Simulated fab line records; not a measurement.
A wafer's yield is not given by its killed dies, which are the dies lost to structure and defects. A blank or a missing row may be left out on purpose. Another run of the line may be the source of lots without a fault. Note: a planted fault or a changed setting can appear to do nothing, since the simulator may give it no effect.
Matching of chambers -- flow sky130 -- pecvd-03 running SKY_PASSIVATION_CVD_00: 3 sister chambers
The step deposits SiO2, target thk 90 nm. 6 wafers are shown with their chamber, then 7 later ones without.

EACH WAFER AND ITS CHAMBER
wafer,chamber,heater_power_w (W)
L371.1,1,792
L371.4,2,760
L377.4,1,699
L377.6,0,762
L379.3,0,773
L379.5,2,760

WAFERS MISSING THEIR CHAMBER
wafer,heater_power_w (W)
L379.6,755
L384.1,752
L384.2,826
L384.5,656
L386.2,739
L386.3,746
L386.4,753

THE CHAMBER EACH PASSED THROUGH
wafer,from the rows above,in truth
L379.6,can't be placed: 2 or 1 or 0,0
L384.1,can't be placed: 1 or 2 or 0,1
L384.2,can't be placed: 0 or 2 or 1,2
L384.5,can't be placed: 1 or 2 or 0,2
L386.2,can't be placed: 1 or 2 or 0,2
L386.3,can't be placed: 1 or 2 or 0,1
L386.4,can't be placed: 2 or 1 or 0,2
Correct placement for 0 of the 7. These rows do not allow placing 7 (true chamber among the candidates in 7). Number placed wrongly: 0.
How it was worked out, from the rows above alone: a wafer's distance from a chamber is the root of the sum, over the readings, of the square of ((its reading less the chamber's mean) divided by the reading's scatter). The wafer belongs to the nearest chamber; if the next one is less than 2 further off, it can't be placed. For every chamber, the mean is computed from those of its wafers that are shown. The scatter: take each reading less its chamber's mean, square it, sum over the shown wafers, divide by the number of wafers less the number of chambers, and take the root.
